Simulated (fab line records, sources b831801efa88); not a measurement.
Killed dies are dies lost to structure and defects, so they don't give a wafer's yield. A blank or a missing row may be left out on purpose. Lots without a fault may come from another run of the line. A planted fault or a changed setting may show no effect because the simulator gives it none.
Which tool did it? | flow sfq_line | 15 lots, 44 wafers sampled, at 1 step of a route of 325

WHAT THE GAUGES READ, wafer by wafer
The record holds no reading of a measuring or inspecting step that can be judged against a usual standard deviation.

WHICH TOOL RAN EACH LOT (tool, then ch and the chambers of the sampled wafers, then the start)
lot  | SFQ_TRILAYER_I3_VIA_BARC_OPEN_VIA_ETCH_121
L740 | rie_diel-03 ch 0,1, day 44 07:04
L741 | rie_diel-04 ch 1,2,3, day 44 15:28
L742 | rie_diel-02 ch 0,2, day 44 16:40
L745 | rie_diel-02 ch 2,3, day 51 04:02
L746 | rie_diel-03 ch 0,1,3, day 51 07:38
L747 | rie_diel-04 ch 0,1,2, day 55 21:34
L748 | rie_diel-04 ch 0,1,2, day 56 07:10
L749 | rie_diel-02 ch 1,2, day 56 08:22
L750 | rie_diel-03 ch 0,3, day 56 16:46
L751 | rie_diel-04 ch 0,2, day 56 19:10
L753 | rie_diel-04 ch 1,2,3, day 56 23:58
L755 | rie_diel-04 ch 1,2,3, day 57 03:34
L758 | rie_diel-04 ch 0,2, day 57 10:46
L760 | rie_diel-02 ch 0,3, day 57 16:46
L762 | rie_diel-03 ch 0,2,3, day 58 01:17
- SFQ_TRILAYER_I3_VIA_BARC_OPEN_VIA_ETCH_121: etches BARC in O2, target depth 125 nm, time 41.7 s.

WHAT THE TOOLS THEMSELVES READ (means of the sampled wafers that have a number; where no wafer has one, the mark that the record gives instead)
SFQ_TRILAYER_I3_VIA_BARC_OPEN_VIA_ETCH_121.
lot  | tool        | drypump_motor_current_A (A) | oes_product_au (a.u.) | run_length_s (s)
L740 | rie_diel-03 | 6.0                         | 0.690                 | 69.8
L741 | rie_diel-04 | 5.5                         | 0.686                 | 70.0
L742 | rie_diel-02 | 5.3                         | 0.684                 | 69.7
L745 | rie_diel-02 | 5.3                         | 0.683                 | 70.2
L746 | rie_diel-03 | 5.4                         | 0.690                 | 70.0
L747 | rie_diel-04 | 5.5                         | 0.686                 | 69.9
L748 | rie_diel-04 | 5.5                         | 0.680                 | 69.8
L749 | rie_diel-02 | 5.0                         | 0.682                 | 70.2
L750 | rie_diel-03 | 5.3                         | 0.683                 | 70.0
L751 | rie_diel-04 | 5.6                         | 0.684                 | 69.8
L753 | rie_diel-04 | 5.6                         | 0.678                 | 71.0
L755 | rie_diel-04 | 5.5                         | 0.682                 | 70.6
L758 | rie_diel-04 | 5.5                         | 0.678                 | 71.3
L760 | rie_diel-02 | 5.6                         | 0.685                 | 69.5
L762 | rie_diel-03 | 5.6                         | 0.687                 | 70.1

THE ANSWER, worked out from the rows above alone
Rule: what is usual is taken from the lots themselves. Put in order of their means at a reading, lots are off if they are a third of the lots or fewer, leave a main group of 4 or more, and stand apart from it by a gap of 3 or more times the standard deviation of the main group's means; of several such gaps the widest counts. A main group whose means are all the same, to the digits that the tables above print for the reading, isn't used. A lot without any number at a reading at which 4 lots or more have one is off too. The other lots that the step has rows for count as sound. The gauges are gone through in route order, then the tools' own readings, and for those a lot's mean is taken as printed above. The first step at which some lot is off is used, and at that step the reading that is off furthest; a lot without a number counts as furthest.
No lot is off at any reading shown: from this, nothing can be told.

WHAT THE SIMULATOR HAD PUT IN
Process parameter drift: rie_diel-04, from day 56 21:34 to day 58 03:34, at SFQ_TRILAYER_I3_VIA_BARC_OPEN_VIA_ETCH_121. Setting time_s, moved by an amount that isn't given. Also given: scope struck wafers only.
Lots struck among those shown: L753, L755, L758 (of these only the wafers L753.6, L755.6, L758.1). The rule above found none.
